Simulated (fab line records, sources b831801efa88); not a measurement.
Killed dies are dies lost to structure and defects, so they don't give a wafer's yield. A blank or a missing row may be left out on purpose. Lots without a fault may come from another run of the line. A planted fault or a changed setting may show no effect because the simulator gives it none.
Problem report in the 8D (eight disciplines) form, filled by code | flow sfq_line | the parts of the form that need people (team, actions taken, sign-off) are left out

1. THE PROBLEM
heater_power_total_W at SFQ_TRILAYER_I4_VIA_LITHO_PEB_106 reads a mean of 82.72 W on 2 wafers of 2 lots; wafers without a fault read 79.15 W with a standard deviation of 0.069. That is +52 standard deviations from the usual mean.
The step: peb time 60 s.
First seen on wafer L978.6, day 55 01:31, on litho_track-02. The record holds 40 wafers of 14 lots with a number at this step. Rule for "out", or "out of limits": more than 4 standard deviations from the usual mean. The other wafers with a number count as sound.

2. WHAT IT IS AND WHAT IT IS NOT
question                    | is                   | is not
which readings at this step | heater_power_total_W | -
which lots                  | L978, L979           | L962, L964, L966, L967, L968, L969, L970, L972, L973, L983, L984, L985
which wafers of those lots  | L978.6, L979.6       | L978.1, L979.4
read on which tools         | litho_track-02       | litho_track-01, litho_track-03
when                        | from day 55 01:31    | up to then (28 sound wafers); but 10 sound wafers of L979, L983, L984, L985 came after

3. SUSPECTS, AND WHAT RULES EACH OUT
Counting: a tool at a process step up to the reading stays a suspect if it ran every lot that is out. Sound lots after the first of them don't rule it out here, since some wafers of a struck lot are sound.
- litho_track-02 at SFQ_TRILAYER_I4_VIA_LITHO_PEB_106 (peb time 60 s): kept. It ran every lot that is out, first L978 (day 55 01:31); its last sound lot up to then is L973 (day 54 18:20). Its own readings are out on those wafers: heater_power_total_W.
Left after counting: litho_track-02 at SFQ_TRILAYER_I4_VIA_LITHO_PEB_106.

4. THE CAUSE (what the simulator had put in)
Process parameter drift: litho_track-02, from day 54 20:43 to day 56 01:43, at SFQ_TRILAYER_I4_VIA_LITHO_PEB_106. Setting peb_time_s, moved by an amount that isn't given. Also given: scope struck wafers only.
Counting left only this tool.

5. THE CHAIN OF EFFECTS, in route order
Each row: a reading whose mean over the struck wafers that have a number lies more than 3 standard deviations from the usual. Only readings for which the record gives a usual standard deviation are gone through. hours: the time from each lot's start at the first step in this table that gives one to its start at this step, as a median over the lots. sigmas: the change in usual standard deviations.
hours | step                              | reading              | usual   | on struck wafers | change | sigmas
0     | SFQ_TRILAYER_I4_VIA_LITHO_PEB_106 | heater_power_total_W | 79.15 W | 82.72            | +3.57  | +52
The process steps in it:
- SFQ_TRILAYER_I4_VIA_LITHO_PEB_106: peb time 60 s.

6. WHAT WOULD HAVE CAUGHT IT SOONER
In this record the first reading out of limits was taken at day 55 01:31, 5 hours after the fault began at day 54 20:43.
